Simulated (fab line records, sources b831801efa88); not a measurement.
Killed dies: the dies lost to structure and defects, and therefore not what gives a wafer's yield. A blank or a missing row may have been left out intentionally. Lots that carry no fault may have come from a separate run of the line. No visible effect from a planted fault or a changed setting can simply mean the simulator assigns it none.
fab line records | flow gf180mcu
record lots=15 | wafers=45 | last_day=34
route steps=602 shown V2@383 M3@410
lots untouched by any fault: they come from a run of this same line in which no faults occurred
start_h: start of the lot's first displayed wafer, in hours after the record's first day | wait_h: hours from the lot's prior step to this one | " as in the row above | L1.1+2: several wafers, shown together as one row | - value missing, or start not given | * or withheld: withheld | < > ~ a bound
route shown NAME@n: a module of which the file shows steps, and the number in the route of the first | usual: mean/standard deviation taken from wafers without a fault | same: alike in all rows | chamber/n: place in a boat | sites: the reading at each site | _std_site: the values' standard deviation | _edge_site: the outer-site mean with the inner-site mean subtracted | radius_mm: how far each site lies from the wafer's centre | mask NAME#n: copy n | behind: the last tool/chamber to shape the wafer | hold: cause of the lot's hold/its duration in hours/its outcome | device: names the non-switching transistor (n, p or np) | end of line: the same wafers' tests at the end of the route | for a step that has no rows: nothing shown but its recipe | killed: not the wafer's yield, but the dies lost to structure and defects at the first sort | map: per-die view of a wafer (x killed, . not killed, _ where there is no die)
set.NAME: setting as actually run; set.NAME@STEP: the setting as run at that earlier step | model.NAME: the simulator's own value behind a step, which no gauge read
one table for each step of the route and one row for each wafer, over a sample of lots
services: when a tool's chamber went out of use (start_h, in hours from the record's first day, below 0 if earlier), for how many hours, and the reason
## steps
# step GF_V2_THK_MEAS_01
# recipe reads=SiO2_of_V2_CVD_00
# usual V2_CVD_00_THK=599/5.8
lot.wafer | tool          | chamber | start_h | wait_h | V2_CVD_00_THK[nm]
L820.1    | film_metro-04 | -       | 434.13  | 0.0    | 602
L820.2    | "             | -       | "       | "      | 612
L820.3    | "             | -       | "       | "      | 603
L821.1    | film_metro-03 | -       | 443.20  | 0.0    | 606
L821.2    | "             | -       | "       | "      | 600
L821.5    | "             | -       | "       | "      | 596
L822.1    | film_metro-03 | -       | 457.53  | 0.0    | 593
L822.4    | "             | -       | "       | "      | 596
L822.5    | "             | -       | "       | "      | 592
L823.1    | film_metro-03 | -       | 464.28  | 0.0    | 608
L823.2    | "             | -       | "       | "      | 615
L823.6    | "             | -       | "       | "      | 603
L824.1    | film_metro-03 | -       | 477.27  | 0.0    | 593
L824.3    | "             | -       | "       | "      | 598
L824.6    | "             | -       | "       | "      | 596
L825.2    | film_metro-02 | -       | 484.75  | 0.0    | 602
L825.4    | "             | -       | "       | "      | 590
L825.5    | "             | -       | "       | "      | 600
L834.1    | film_metro-04 | -       | 563.57  | 0.0    | 599
L834.4    | "             | -       | "       | "      | 606
L834.6    | "             | -       | "       | "      | 596
L836.4    | film_metro-04 | -       | 583.67  | 0.0    | 592
L836.5    | "             | -       | "       | "      | 596
L836.6    | "             | -       | "       | "      | 603
L837.1    | film_metro-04 | -       | 585.38  | 0.0    | 591
L837.4    | "             | -       | "       | "      | 587
L837.6    | "             | -       | "       | "      | 588
L838.1    | film_metro-04 | -       | 591.10  | 0.0    | 591
L838.3    | "             | -       | "       | "      | 589
L838.5    | "             | -       | "       | "      | 589
L839.3    | film_metro-04 | -       | 601.27  | 0.1    | 588
L839.4    | "             | -       | "       | "      | 597
L839.5    | "             | -       | "       | "      | 599
L840.3    | film_metro-03 | -       | 609.90  | 0.1    | 598
L840.5    | "             | -       | "       | "      | 607
L840.6    | "             | -       | "       | "      | 603
L841.1    | film_metro-04 | -       | 620.77  | 0.0    | 595
L841.3    | "             | -       | "       | "      | 597
L841.6    | "             | -       | "       | "      | 600
L842.2    | film_metro-04 | -       | 622.94  | 0.0    | 602
L842.3    | "             | -       | "       | "      | 604
L842.5    | "             | -       | "       | "      | 598
L843.1    | film_metro-04 | -       | 625.91  | 0.0    | 597
L843.5    | "             | -       | "       | "      | 599
L843.6    | "             | -       | "       | "      | 605
# step GF_V2_OVL_MEAS_15
# usual V2_OVL=1/4.4
lot.wafer | tool       | chamber | start_h | wait_h | V2_OVL[nm]
L820.1    | overlay-02 | -       | 458.95  | 0.1    | 4
L820.2    | "          | -       | "       | "      | 4
L820.3    | "          | -       | "       | "      | 3
L821.1    | overlay-01 | -       | 468.25  | 0.1    | -1
L821.2    | "          | -       | "       | "      | -1
L821.5    | "          | -       | "       | "      | 3
L822.1    | overlay-02 | -       | 481.89  | 0.1    | -2
L822.4    | "          | -       | "       | "      | -3
L822.5    | "          | -       | "       | "      | 2
L823.1    | overlay-01 | -       | 489.65  | 0.1    | -8
L823.2    | "          | -       | "       | "      | -2
L823.6    | "          | -       | "       | "      | -4
L824.1    | overlay-02 | -       | 502.15  | 0.1    | 4
L824.3    | "          | -       | "       | "      | 5
L824.6    | "          | -       | "       | "      | 2
L825.2    | overlay-02 | -       | 509.05  | 0.1    | -8
L825.4    | "          | -       | "       | "      | -3
L825.5    | "          | -       | "       | "      | 2
L834.1    | overlay-01 | -       | 584.69  | 0.1    | -2
L834.4    | "          | -       | "       | "      | -3
L834.6    | "          | -       | "       | "      | 1
L836.4    | overlay-01 | -       | 606.31  | 0.1    | -4
L836.5    | "          | -       | "       | "      | -5
L836.6    | "          | -       | "       | "      | 5
L837.1    | overlay-01 | -       | 607.54  | 0.1    | 8
L837.4    | "          | -       | "       | "      | 8
L837.6    | "          | -       | "       | "      | 1
L838.1    | overlay-01 | -       | 612.99  | 0.1    | 0
L838.3    | "          | -       | "       | "      | -4
L838.5    | "          | -       | "       | "      | 9
L839.3    | overlay-01 | -       | 622.66  | 0.1    | 0
L839.4    | "          | -       | "       | "      | -9
L839.5    | "          | -       | "       | "      | -3
L840.3    | overlay-01 | -       | 630.35  | 0.1    | 5
L840.5    | "          | -       | "       | "      | 5
L840.6    | "          | -       | "       | "      | 1
L841.1    | overlay-01 | -       | 641.26  | 0.1    | -2
L841.3    | "          | -       | "       | "      | 3
L841.6    | "          | -       | "       | "      | 3
L842.2    | overlay-01 | -       | 644.09  | 0.1    | 2
L842.3    | "          | -       | "       | "      | -2
L842.5    | "          | -       | "       | "      | -7
L843.1    | overlay-01 | -       | 646.09  | 0.1    | 9
L843.5    | "          | -       | "       | "      | 5
L843.6    | "          | -       | "       | "      | 0
# step GF_V2_CMP_26
# recipe stop_on=SiO2 | down_force_psi=3.5 | platen_rpm=60 | t_overpolish_s=15 | target_thk_nm=0 | pad_velocity_m_s=0.94248
# usual motor_current_A=10.3/1 | overpolish_run_s=14.999/0.0087 | time_to_endpoint_s=84.7/2.8
lot.wafer | tool   | chamber | start_h | wait_h | motor_current_A | overpolish_run_s | time_to_endpoint_s
L820.1    | cmp-02 | 2       | 460.15  | 0.1    | 10.0            | 14.999           | 87.2
L820.2    | "      | 3       | "       | "      | 7.9             | 14.997           | 88.1
L820.3    | "      | 0       | "       | "      | 11.1            | 15.000           | 90.1
L821.2    | cmp-02 | 1       | 469.34  | 0.0    | 11.1            | 14.998           | 86.5
L821.1    | "      | 0       | "       | "      | 11.3            | 14.993           | 87.7
L821.5    | "      | 1       | "       | "      | 11.4            | 14.999           | 88.0
L822.1    | cmp-01 | 2       | 483.03  | 0.1    | 11.3            | 15.018           | 82.6
L822.4    | "      | 3       | "       | "      | 10.6            | 14.991           | 80.6
L822.5    | "      | 1       | "       | "      | 9.4             | 15.018           | 81.2
L823.2    | cmp-01 | 3       | 490.74  | 0.0    | 10.7            | 14.999           | 81.5
L823.1    | "      | 1       | "       | "      | 9.7             | 14.989           | 82.5
L823.6    | "      | 0       | "       | "      | 11.1            | 14.989           | 77.4
L824.1    | cmp-01 | 1       | 503.38  | 0.1    | 8.9             | 15.003           | 82.8
L824.3    | "      | 3       | "       | "      | 10.8            | 14.996           | 81.3
L824.6    | "      | 1       | "       | "      | 9.1             | 14.981           | 86.0
L825.4    | cmp-01 | 3       | 510.14  | 0.0    | 10.5            | 15.011           | 80.9
L825.2    | "      | 1       | "       | "      | 9.5             | 15.002           | 84.2
L825.5    | "      | 3       | "       | "      | 11.2            | 15.006           | 83.6
L834.1    | cmp-01 | 3       | 585.94  | 0.1    | 10.7            | 15.005           | 86.3
L834.4    | "      | 0       | "       | "      | 10.6            | 14.995           | 90.2
L834.6    | "      | 2       | "       | "      | 11.7            | 14.986           | 86.6
L836.4    | cmp-01 | 2       | 607.54  | 0.2    | 11.1            | 15.002           | 87.9
L836.6    | "      | 3       | "       | "      | 11.1            | 15.004           | 86.4
L836.5    | "      | 0       | "       | "      | 11.1            | 15.011           | 87.6
L837.4    | cmp-02 | 1       | 608.63  | 0.0    | 10.5            | 14.994           | 84.6
L837.1    | "      | 2       | "       | "      | 9.8             | 14.994           | 83.9
L837.6    | "      | 2       | "       | "      | 9.2             | 15.006           | 83.2
L838.3    | cmp-01 | 1       | 614.08  | 0.0    | 9.0             | 15.004           | 86.8
L838.1    | "      | 0       | "       | "      | 10.9            | 14.981           | 87.9
L838.5    | "      | 2       | "       | "      | 11.5            | 14.984           | 86.3
L839.3    | cmp-01 | 1       | 623.84  | 0.0    | 9.4             | 14.989           | 86.0
L839.4    | "      | 2       | "       | "      | 10.7            | 15.003           | 88.4
L839.5    | "      | 1       | "       | "      | 9.1             | 14.987           | 89.0
L840.3    | cmp-02 | 3       | 631.54  | 0.1    | 7.9             | 15.002           | 87.4
L840.6    | "      | 3       | "       | "      | 8.7             | 14.999           | 88.1
L840.5    | "      | 0       | "       | "      | 10.8            | 15.003           | 88.2
L841.3    | cmp-02 | 3       | 642.50  | 0.1    | 8.7             | 14.986           | 85.3
L841.1    | "      | 0       | "       | "      | 10.8            | 14.985           | 86.0
L841.6    | "      | 2       | "       | "      | 9.4             | 14.986           | 88.9
L842.2    | cmp-01 | 1       | 645.17  | 0.0    | 9.5             | 15.010           | 80.1
L842.3    | "      | 0       | "       | "      | 10.3            | 15.004           | 82.3
L842.5    | "      | 2       | "       | "      | 11.4            | 15.008           | 86.9
L843.1    | cmp-02 | 2       | 647.33  | 0.2    | 9.8             | 14.997           | 86.0
L843.5    | "      | 3       | "       | "      | 8.6             | 14.985           | 82.8
L843.6    | "      | 0       | "       | "      | 11.3            | 14.992           | 84.1
# step GF_M3_SPUTTER_01
# recipe material=TiN | target_thk_nm=30 | power_w=6500 | time_s=25 | chamber_pressure_pa=0.4
# usual cathode_dc_power_W=6500.1/1.1 | chamber_pressure_pa=0.4001/0.00085 | throttle_valve_pct=30.2/0.96
lot.wafer | tool           | chamber | start_h | wait_h | cathode_dc_power_W | chamber_pressure_pa | throttle_valve_pct
L820.1    | pvd_sputter-02 | -       | 460.55  | 0.1    | 6498.6             | 0.3993              | 30.6
L820.2    | "              | -       | "       | "      | 6500.8             | 0.3986              | 29.1
L820.3    | "              | -       | "       | "      | 6499.8             | 0.4017              | 30.2
L821.1    | pvd_sputter-03 | -       | 469.74  | 0.1    | 6499.9             | 0.3985              | 30.8
L821.2    | "              | -       | "       | "      | 6500.4             | 0.4001              | 29.4
L821.5    | "              | -       | "       | "      | 6502.6             | 0.4003              | 29.2
L822.1    | pvd_sputter-02 | -       | 483.38  | 0.1    | 6499.6             | 0.4009              | 30.7
L822.4    | "              | -       | "       | "      | 6500.1             | 0.3999              | 30.1
L822.5    | "              | -       | "       | "      | 6500.7             | 0.4014              | 30.4
L823.1    | pvd_sputter-03 | -       | 491.14  | 0.1    | -                  | -                   | -
L823.2    | "              | -       | "       | "      | -                  | -                   | -
L823.6    | "              | -       | "       | "      | -                  | -                   | -
L824.1    | pvd_sputter-04 | -       | 503.78  | 0.1    | -                  | -                   | -
L824.3    | "              | -       | "       | "      | -                  | -                   | -
L824.6    | "              | -       | "       | "      | -                  | -                   | -
L825.2    | pvd_sputter-04 | -       | 510.54  | 0.1    | -                  | -                   | -
L825.4    | "              | -       | "       | "      | -                  | -                   | -
L825.5    | "              | -       | "       | "      | -                  | -                   | -
L834.1    | pvd_sputter-04 | -       | 586.24  | 0.1    | 6498.8             | 0.3992              | 28.9
L834.4    | "              | -       | "       | "      | 6499.9             | 0.4006              | 31.5
L834.6    | "              | -       | "       | "      | 6502.5             | 0.4000              | 29.1
L836.4    | pvd_sputter-03 | -       | 607.80  | 0.1    | 6500.9             | 0.4002              | 31.8
L836.5    | "              | -       | "       | "      | 6500.9             | 0.3986              | 31.1
L836.6    | "              | -       | "       | "      | 6499.5             | 0.4009              | 31.0
L837.1    | pvd_sputter-02 | -       | 609.03  | 0.1    | 6499.5             | 0.3995              | 30.5
L837.4    | "              | -       | "       | "      | 6501.6             | 0.4002              | 30.2
L837.6    | "              | -       | "       | "      | 6499.1             | 0.4001              | 29.0
L838.1    | pvd_sputter-02 | -       | 614.48  | 0.1    | 6501.0             | 0.3998              | 30.5
L838.3    | "              | -       | "       | "      | 6498.1             | 0.4008              | 30.3
L838.5    | "              | -       | "       | "      | 6501.0             | 0.4009              | 30.2
L839.3    | pvd_sputter-03 | -       | 624.26  | 0.1    | 6499.7             | 0.3996              | 31.1
L839.4    | "              | -       | "       | "      | 6500.5             | 0.3993              | 29.1
L839.5    | "              | -       | "       | "      | 6500.6             | 0.4006              | 30.8
L840.3    | pvd_sputter-03 | -       | 631.95  | 0.1    | 6502.3             | 0.4005              | 29.2
L840.5    | "              | -       | "       | "      | 6499.3             | 0.4015              | 30.7
L840.6    | "              | -       | "       | "      | 6499.3             | 0.4002              | 32.0
L841.1    | pvd_sputter-03 | -       | 642.80  | 0.1    | 6498.7             | 0.3992              | 29.1
L841.3    | "              | -       | "       | "      | 6501.9             | 0.3993              | 31.8
L841.6    | "              | -       | "       | "      | 6499.5             | 0.4005              | 30.9
L842.2    | pvd_sputter-04 | -       | 645.57  | 0.1    | 6499.1             | 0.3999              | 29.0
L842.3    | "              | -       | "       | "      | 6499.1             | 0.3996              | 28.7
L842.5    | "              | -       | "       | "      | 6499.7             | 0.4011              | 29.0
L843.1    | pvd_sputter-03 | -       | 647.58  | 0.1    | 6499.5             | 0.3994              | 31.8
L843.5    | "              | -       | "       | "      | 6500.4             | 0.3996              | 31.2
L843.6    | "              | -       | "       | "      | 6499.2             | 0.4014              | 30.7
# step GF_M3_METAL_ETCH_16
# recipe chemistry=Cl2/BCl3 | mask_material=KrF | target_depth_nm=627.5 | stop_on=SiO2 | pressure_mtorr=8 | icp_w=800 | bias_w=140 | Cl2_flow_sccm=80 | bcl3_flow_sccm=40 | time_s=104.6
# usual drypump_motor_current_A=5.56/0.2 | oes_product_au=0.974/0.0051 | throttle_valve_pct=28.249/0.0096
lot.wafer | tool         | chamber | start_h | wait_h | drypump_motor_current_A | oes_product_au | rf_hours_counter_h | throttle_valve_pct
L820.1    | rie_metal-02 | 0       | 484.37  | 0.0    | 5.62                    | 0.979          | 8                  | 28.250
L820.2    | "            | 1       | "       | "      | 5.50                    | 0.972          | 10                 | 28.237
L820.3    | "            | 0       | "       | "      | 5.63                    | 0.986          | -                  | 28.265
L821.1    | rie_metal-03 | 0       | 493.30  | 0.0    | 5.55                    | 0.978          | 4                  | 28.246
L821.2    | "            | 1       | "       | "      | 5.94                    | 0.964          | 9                  | 28.244
L821.5    | "            | 1       | "       | "      | 5.95                    | 0.974          | -                  | 28.253
L822.1    | rie_metal-03 | 1       | 506.77  | 0.0    | 5.94                    | 0.976          | 10                 | 28.262
L822.4    | "            | 0       | "       | "      | 5.59                    | 0.978          | -                  | 28.252
L822.5    | "            | 0       | "       | "      | 5.57                    | 0.982          | -                  | 28.248
L823.1    | rie_metal-02 | 0       | 514.65  | 0.0    | 5.61                    | 0.948          | 9                  | 28.285
L823.2    | "            | 1       | "       | "      | 5.54                    | 0.940          | 10                 | 28.282
L823.6    | "            | 0       | "       | "      | 5.64                    | 0.939          | -                  | 28.286
L824.1    | rie_metal-01 | 0       | 527.30  | 0.0    | 5.26                    | 0.951          | 9                  | 28.275
L824.3    | "            | 0       | "       | "      | 5.26                    | 0.948          | -                  | 28.286
L824.6    | "            | 0       | "       | "      | 5.26                    | 0.948          | -                  | 28.267
L825.2    | rie_metal-02 | 0       | 534.02  | 0.1    | 5.59                    | 0.949          | -                  | 28.276
L825.4    | "            | 0       | "       | "      | 5.59                    | 0.947          | -                  | 28.286
L825.5    | "            | 0       | "       | "      | 5.61                    | 0.942          | -                  | 28.272
L834.1    | rie_metal-01 | 1       | 608.08  | 0.0    | 5.41                    | 0.984          | 10                 | 28.239
L834.4    | "            | 1       | "       | "      | 5.41                    | 0.984          | -                  | 28.249
L834.6    | "            | 0       | "       | "      | 5.26                    | 0.974          | -                  | 28.249
L836.4    | rie_metal-01 | 0       | 628.36  | 0.0    | 5.25                    | 0.973          | -                  | 28.249
L836.5    | "            | 0       | "       | "      | 5.26                    | 0.976          | -                  | 28.245
L836.6    | "            | 1       | "       | "      | 5.43                    | 0.973          | -                  | 28.248
L837.1    | rie_metal-02 | 1       | 629.58  | 0.0    | 5.52                    | 0.971          | 2                  | 28.245
L837.4    | "            | 1       | "       | "      | 5.53                    | 0.976          | -                  | 28.246
L837.6    | "            | 1       | "       | "      | 5.52                    | 0.974          | -                  | 28.259
L838.1    | rie_metal-03 | 0       | 634.93  | 0.0    | 5.59                    | 0.979          | 8                  | 28.256
L838.3    | "            | 1       | "       | "      | 5.92                    | 0.970          | -                  | 28.225
L838.5    | "            | 1       | "       | "      | 5.93                    | 0.975          | -                  | 28.246
L839.3    | rie_metal-03 | 1       | 644.47  | 0.1    | 5.94                    | 0.978          | -                  | 28.242
L839.4    | "            | 0       | "       | "      | 5.59                    | 0.971          | -                  | 28.271
L839.5    | "            | 1       | "       | "      | 5.92                    | 0.970          | -                  | 28.238
L840.3    | rie_metal-01 | 1       | 651.97  | 0.1    | 5.40                    | 0.970          | -                  | 28.244
L840.5    | "            | 1       | "       | "      | 5.41                    | 0.974          | -                  | 28.246
L840.6    | "            | 0       | "       | "      | 5.26                    | 0.983          | -                  | 28.228
L841.1    | rie_metal-01 | 1       | 661.87  | 0.0    | 5.40                    | 0.979          | 12                 | 28.246
L841.3    | "            | 1       | "       | "      | 5.39                    | 0.974          | -                  | 28.247
L841.6    | "            | 1       | "       | "      | 5.42                    | 0.978          | -                  | 28.251
L842.2    | rie_metal-03 | 1       | 665.50  | 0.0    | 5.98                    | 0.985          | 1                  | 28.227
L842.3    | "            | 1       | "       | "      | 5.97                    | 0.977          | -                  | 28.249
L842.5    | "            | 0       | "       | "      | 5.60                    | 0.978          | -                  | 28.240
L843.1    | rie_metal-01 | 1       | 666.82  | 0.0    | 5.40                    | 0.983          | 12                 | 28.228
L843.5    | "            | 1       | "       | "      | 5.41                    | 0.972          | -                  | 28.256
L843.6    | "            | 1       | "       | "      | 5.41                    | 0.977          | -                  | 28.256
## services
tool           | chamber | start_h | hours | kind
cmp-02         | -       | 493.21  | 12.0  | pm
cmp-02         | -       | 506.31  | 1.1   | repair
pvd_sputter-04 | -       | 524.05  | 4.8   | repair
rie_metal-03   | 1       | 528.33  | 10.6  | repair
cmp-02         | -       | 532.14  | 2.1   | pm
pvd_sputter-04 | -       | 543.11  | 1.9   | repair
pvd_sputter-03 | -       | 558.30  | 1.1   | repair
rie_metal-02   | 1       | 560.45  | 22.8  | repair
cmp-01         | -       | 564.08  | 6.5   | pm
cmp-02         | -       | 572.00  | 4.0   | pm
cmp-02         | -       | 576.00  | -     | consumable_replace:conditioner
cmp-01         | -       | 579.25  | 1.5   | repair
cmp-02         | -       | 584.14  | 0.7   | repair
pvd_sputter-04 | -       | 603.30  | 3.1   | repair
pvd_sputter-03 | 2       | 624.39  | -     | consumable_replace:kit
pvd_sputter-03 | 2       | 624.39  | 18.0  | scheduled_down
pvd_sputter-03 | 2       | 624.39  | 18.0  | vent_cycle
rie_metal-02   | 0       | 626.05  | 9.4   | repair
rie_metal-02   | 1       | 631.89  | 8.7   | repair
rie_metal-02   | 0       | 636.70  | 1.4   | repair
cmp-02         | -       | 637.40  | 0.8   | repair
rie_metal-02   | -       | 638.11  | 2.8   | pm
rie_metal-03   | -       | 650.58  | 1.4   | pm
rie_metal-02   | -       | 650.63  | 1.4   | pm
## key
first_sign step=GF_M3_SPUTTER_01 | reading=tool_record | direction=missing
effect step=GF_M3_METAL_ETCH_16 | reading=oes_product_au | direction=down | sigmas=5.6 | usual=0.974 | struck=0.946
met_at GF_M3_SPUTTER_01
struck_lots L823,L824,L825
later_rows_left_out L823.1,L823.2,L823.6,L824.1,L824.3,L824.6,L825.2,L825.4,L825.5
sort_left_out L823.1,L823.2,L823.6,L824.1,L824.3,L824.6,L825.2,L825.4,L825.5
not_acting_at GF_V2_THK_MEAS_01,GF_V2_OVL_MEAS_15,GF_V2_CMP_26
onset_between 469.74 491.14
fault kind=skipped_step_whole | tool=pvd_sputter-03,pvd_sputter-04 | chamber=- | onset_h=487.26 | steps=GF_M3_SPUTTER_01 | scope=struck_lots_only
# sort_left_out: the simulated sort isn't trusted on such a fault, so these wafers' sort isn't shown, and their yield isn't known
# later_rows_left_out: the simulator's readings of these wafers behind a module that went badly wrong aren't trusted and aren't shown, but for the sort
